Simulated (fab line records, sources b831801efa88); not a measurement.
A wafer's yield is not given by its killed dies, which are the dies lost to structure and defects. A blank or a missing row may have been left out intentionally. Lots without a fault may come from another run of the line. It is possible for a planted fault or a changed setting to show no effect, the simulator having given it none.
Which of the tools did it? / flow gf180mcu / 11 lots with 33 wafers sampled at 5 steps, on a route of 602 steps

== WHAT EACH GAUGE READ, for each wafer ==
GF_MVSD_TW_MEAS_11.
lot=L385; measured=day 4 10:26; on=film-metro-03; MVSD_TW=1583 1572 1580
lot=L388; measured=day 5 04:58; on=film-metro-02; MVSD_TW=1607 1602 1613
lot=L390; measured=day 5 15:24; on=film-metro-03; MVSD_TW=1586 1591 1589
lot=L391; measured=day 6 00:16; on=film-metro-02; MVSD_TW=1611 1612 1621
lot=L393; measured=day 6 09:42; on=film-metro-04; MVSD_TW=1605 1601 1595
lot=L396; measured=day 7 02:58; on=film-metro-04; MVSD_TW=1619 1629 1627
lot=L397; measured=day 7 07:41; on=film-metro-02; MVSD_TW=1450 1451 1448
lot=L398; measured=day 7 12:59; on=film-metro-04; MVSD_TW=1461 1462 1456
lot=L399; measured=day 7 19:17; on=film-metro-03; MVSD_TW=1605 1600 1594
lot=L404; measured=day 9 02:32; on=film-metro-02; MVSD_TW=1605 1598 1597
lot=L406; measured=day 9 16:42; on=film-metro-03; MVSD_TW=1589 1579 1583

GF_VT_IMPLANT_RS_MEAS_46: measurement is done with a four-point probe.
lot=L385; measured=day 7 12:25; on=film-metro-02; MVSD_RS (ohm/sq)=455.3 456.6 455.1
lot=L388; measured=day 8 09:44; on=film-metro-04; MVSD_RS (ohm/sq)=457.5 457.1 457.2
lot=L390; measured=day 8 22:33; on=film-metro-04; MVSD_RS (ohm/sq)=457.5 458.2 458.2
lot=L391; measured=day 9 08:02; on=film-metro-02; MVSD_RS (ohm/sq)=456.8 456.9 456.5
lot=L393; measured=day 9 19:32; on=film-metro-04; MVSD_RS (ohm/sq)=458.9 458.0 458.1
lot=L396; measured=day 10 17:09; on=film-metro-04; MVSD_RS (ohm/sq)=456.4 457.7 455.4
lot=L397; measured=day 10 20:23; on=film-metro-02; MVSD_RS (ohm/sq)=543.8 545.5 543.9
lot=L398; measured=day 11 02:32; on=film-metro-04; MVSD_RS (ohm/sq)=548.9 548.4 548.5
lot=L399; measured=day 11 09:08; on=film-metro-03; MVSD_RS (ohm/sq)=457.1 457.3 457.6
lot=L404; measured=day 12 23:13; on=film-metro-04; MVSD_RS (ohm/sq)=457.0 457.1 456.4
lot=L406; measured=day 13 15:31; on=film-metro-03; MVSD_RS (ohm/sq)=456.6 456.1 457.1

== TOOL THAT RAN EACH LOT (tool first, then ch and the chambers of the sampled wafers, then the start) ==
lot=L385; GF_STI_STRIP_15=plasma-asher-03 ch 1, day 2 01:26; GF_DNWELL_STRIP_08=plasma-asher-02 ch 0,1, day 2 18:08; GF_MVSD_IMPLANT_08=implanter-03 ch 0, day 4 10:03
lot=L388; GF_STI_STRIP_15=plasma-asher-03 ch 0,1, day 2 16:42; GF_DNWELL_STRIP_08=plasma-asher-04 ch 0,1, day 3 11:46; GF_MVSD_IMPLANT_08=implanter-03 ch 0, day 5 04:37
lot=L390; GF_STI_STRIP_15=plasma-asher-03 ch 1, day 3 04:26; GF_DNWELL_STRIP_08=plasma-asher-02 ch 0,1, day 3 21:32; GF_MVSD_IMPLANT_08=implanter-03 ch 0, day 5 15:01
lot=L391; GF_STI_STRIP_15=plasma-asher-03 ch 0,1, day 3 09:51; GF_DNWELL_STRIP_08=plasma-asher-04 ch 0,1, day 4 04:16; GF_MVSD_IMPLANT_08=implanter-04 ch 0, day 5 23:53
lot=L393; GF_STI_STRIP_15=plasma-asher-04 ch 0,1, day 3 17:58; GF_DNWELL_STRIP_08=plasma-asher-04 ch 0,1, day 4 13:04; GF_MVSD_IMPLANT_08=implanter-02 ch 0, day 6 09:20
lot=L396; GF_STI_STRIP_15=plasma-asher-04 ch 0,1, day 4 11:28; GF_DNWELL_STRIP_08=plasma-asher-02 ch 0,1, day 5 06:13; GF_MVSD_IMPLANT_08=implanter-02 ch 0, day 7 02:37
lot=L397; GF_STI_STRIP_15=plasma-asher-02 ch 0,1, day 4 15:20; GF_DNWELL_STRIP_08=plasma-asher-04 ch 0,1, day 5 09:48; GF_MVSD_IMPLANT_08=implanter-03 ch 0, day 7 07:17
lot=L398; GF_STI_STRIP_15=plasma-asher-03 ch 0,1, day 4 20:35; GF_DNWELL_STRIP_08=plasma-asher-04 ch 0,1, day 5 14:29; GF_MVSD_IMPLANT_08=implanter-03 ch 0, day 7 12:35
lot=L399; GF_STI_STRIP_15=plasma-asher-04 ch 0,1, day 5 01:53; GF_DNWELL_STRIP_08=plasma-asher-04 ch 0,1, day 5 19:54; GF_MVSD_IMPLANT_08=implanter-02 ch 0, day 7 18:53
lot=L404; GF_STI_STRIP_15=plasma-asher-03 ch 0,1, day 6 03:02; GF_DNWELL_STRIP_08=plasma-asher-04 ch 0,1, day 7 01:19; GF_MVSD_IMPLANT_08=implanter-04 ch 0, day 9 02:10
lot=L406; GF_STI_STRIP_15=plasma-asher-03 ch 0,1, day 6 15:02; GF_DNWELL_STRIP_08=plasma-asher-04 ch 1, day 7 13:14; GF_MVSD_IMPLANT_08=implanter-02 ch 0, day 9 16:19
- GF_STI_STRIP_15: strips in O2/N2.
- GF_DNWELL_STRIP_08: strips in O2/N2.
- GF_MVSD_IMPLANT_08

== AS READ BY THE TOOLS THEMSELVES (means over the sampled wafers that have a number; for cases with no such wafer, the mark the record gives instead) ==
GF_STI_STRIP_15.
lot=L385; tool=plasma-asher-03; drypump-motor-current-A (A)=5.90; heater-power-w (W)=341; oes-product-au (a.u.)=0.379; strip-time-to-endpoint-s (s)=3.67
lot=L388; tool=plasma-asher-03; drypump-motor-current-A (A)=5.74; heater-power-w (W)=332; oes-product-au (a.u.)=0.380; strip-time-to-endpoint-s (s)=3.65
lot=L390; tool=plasma-asher-03; drypump-motor-current-A (A)=5.86; heater-power-w (W)=339; oes-product-au (a.u.)=0.389; strip-time-to-endpoint-s (s)=3.70
lot=L391; tool=plasma-asher-03; drypump-motor-current-A (A)=5.82; heater-power-w (W)=336; oes-product-au (a.u.)=0.384; strip-time-to-endpoint-s (s)=3.76
lot=L393; tool=plasma-asher-04; drypump-motor-current-A (A)=5.52; heater-power-w (W)=308; oes-product-au (a.u.)=0.379; strip-time-to-endpoint-s (s)=3.68
lot=L396; tool=plasma-asher-04; drypump-motor-current-A (A)=5.51; heater-power-w (W)=304; oes-product-au (a.u.)=0.388; strip-time-to-endpoint-s (s)=3.71
lot=L397; tool=plasma-asher-02; drypump-motor-current-A (A)=6.05; heater-power-w (W)=308; oes-product-au (a.u.)=0.382; strip-time-to-endpoint-s (s)=3.78
lot=L398; tool=plasma-asher-03; drypump-motor-current-A (A)=5.75; heater-power-w (W)=330; oes-product-au (a.u.)=0.381; strip-time-to-endpoint-s (s)=3.71
lot=L399; tool=plasma-asher-04; drypump-motor-current-A (A)=5.64; heater-power-w (W)=308; oes-product-au (a.u.)=0.386; strip-time-to-endpoint-s (s)=3.73
lot=L404; tool=plasma-asher-03; drypump-motor-current-A (A)=5.81; heater-power-w (W)=335; oes-product-au (a.u.)=0.382; strip-time-to-endpoint-s (s)=3.73
lot=L406; tool=plasma-asher-03; drypump-motor-current-A (A)=5.76; heater-power-w (W)=335; oes-product-au (a.u.)=0.380; strip-time-to-endpoint-s (s)=3.71

GF_DNWELL_STRIP_08.
lot=L385; tool=plasma-asher-02; drypump-motor-current-A (A)=6.05; heater-power-w (W)=307; oes-product-au (a.u.)=0.725; strip-time-to-endpoint-s (s)=36.90
lot=L388; tool=plasma-asher-04; drypump-motor-current-A (A)=5.64; heater-power-w (W)=312; oes-product-au (a.u.)=0.726; strip-time-to-endpoint-s (s)=36.72
lot=L390; tool=plasma-asher-02; drypump-motor-current-A (A)=6.05; heater-power-w (W)=304; oes-product-au (a.u.)=0.725; strip-time-to-endpoint-s (s)=36.73
lot=L391; tool=plasma-asher-04; drypump-motor-current-A (A)=5.64; heater-power-w (W)=309; oes-product-au (a.u.)=0.719; strip-time-to-endpoint-s (s)=36.67
lot=L393; tool=plasma-asher-04; drypump-motor-current-A (A)=5.64; heater-power-w (W)=312; oes-product-au (a.u.)=0.724; strip-time-to-endpoint-s (s)=36.97
lot=L396; tool=plasma-asher-02; drypump-motor-current-A (A)=5.94; heater-power-w (W)=286; oes-product-au (a.u.)=0.721; strip-time-to-endpoint-s (s)=36.77
lot=L397; tool=plasma-asher-04; drypump-motor-current-A (A)=5.63; heater-power-w (W)=307; oes-product-au (a.u.)=0.723; strip-time-to-endpoint-s (s)=36.98
lot=L398; tool=plasma-asher-04; drypump-motor-current-A (A)=5.66; heater-power-w (W)=311; oes-product-au (a.u.)=0.723; strip-time-to-endpoint-s (s)=36.89
lot=L399; tool=plasma-asher-04; drypump-motor-current-A (A)=5.63; heater-power-w (W)=308; oes-product-au (a.u.)=0.722; strip-time-to-endpoint-s (s)=36.70
lot=L404; tool=plasma-asher-04; drypump-motor-current-A (A)=5.62; heater-power-w (W)=312; oes-product-au (a.u.)=0.719; strip-time-to-endpoint-s (s)=36.81
lot=L406; tool=plasma-asher-04; drypump-motor-current-A (A)=5.38; heater-power-w (W)=301; oes-product-au (a.u.)=0.718; strip-time-to-endpoint-s (s)=36.94

GF_MVSD_IMPLANT_08.
lot=L385; tool=implanter-03; dose-ions-cm2=1.5978e+13; faraday-current-uA=88.6; tilt-deg (degrees)=0.017
lot=L388; tool=implanter-03; dose-ions-cm2=1.6006e+13; faraday-current-uA=88.4; tilt-deg (degrees)=-0.009
lot=L390; tool=implanter-03; dose-ions-cm2=1.5997e+13; faraday-current-uA=91.6; tilt-deg (degrees)=-0.009
lot=L391; tool=implanter-04; dose-ions-cm2=1.6012e+13; faraday-current-uA=90.4; tilt-deg (degrees)=0.012
lot=L393; tool=implanter-02; dose-ions-cm2=1.5990e+13; faraday-current-uA=89.2; tilt-deg (degrees)=-0.002
lot=L396; tool=implanter-02; dose-ions-cm2=1.5984e+13; faraday-current-uA=90.6; tilt-deg (degrees)=-0.000
lot=L397; tool=implanter-03; dose-ions-cm2=1.1215e+13; faraday-current-uA=63.4; tilt-deg (degrees)=-0.017
lot=L398; tool=implanter-03; dose-ions-cm2=1.1216e+13; faraday-current-uA=62.3; tilt-deg (degrees)=0.043
lot=L399; tool=implanter-02; dose-ions-cm2=1.5999e+13; faraday-current-uA=91.7; tilt-deg (degrees)=0.012
lot=L404; tool=implanter-04; dose-ions-cm2=1.6002e+13; faraday-current-uA=91.0; tilt-deg (degrees)=-0.010
lot=L406; tool=implanter-02; dose-ions-cm2=1.6010e+13; faraday-current-uA=92.7; tilt-deg (degrees)=0.016

== THE ANSWER, worked out from the rows above alone ==
Rule: what is usual is taken from the lots themselves. The widest of any qualifying gaps counts: lots, ordered by their means at a reading, are off when they make up no more than a third of the lots, leave a main group of 4 or more, and stand apart from it by 3 or more times the standard deviation of that group's means. A main group whose means are all the same, to the digits that the tables above print for the reading, isn't used. A lot without any number at a reading at which 4 lots or more have one is off too. The other lots that the step has rows for count as sound. First the gauges in route order, then the tools' own readings, where a lot's mean is used as printed above. At the first step where some lot is off, the reading lying furthest off is the one used; lots without a number count as furthest.
Off: L397, L398, at GF_MVSD_TW_MEAS_11 (MVSD_TW). The main group: mean 1600, standard deviation 14.
A tool fits if, at a process step before that reading, it ran every lot that is off, and no sound lot after the first of them. The gauges at GF_MVSD_TW_MEAS_11 aren't tried: what is off there is off at GF_MVSD_IMPLANT_08 too, on other tools, and a gauge's error can't cause that. One fits: implanter-03 at GF_MVSD_IMPLANT_08. A fault onset in the window from L390 (day 5 15:01, its last sound lot) to L397 (day 7 07:17, its first lot off) fits.
The tool's own readings at GF_MVSD_IMPLANT_08 bear it out: on the lots that are off they differ by more than 5 times the standard deviation of the sound lots' means. dose-ions-cm2 reads 1.1216e+13 there against 1.5998e+13 on the sound lots; faraday-current-uA reads 62.8 there against 90.5 on the sound lots.

== WHAT THE SIMULATOR HAD INSERTED ==
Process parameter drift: implanter-03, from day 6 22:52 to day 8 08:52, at GF_MVSD_IMPLANT_08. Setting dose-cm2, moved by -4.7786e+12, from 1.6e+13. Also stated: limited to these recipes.
Lots struck among those shown: L397, L398. This agrees with what the rule above found.
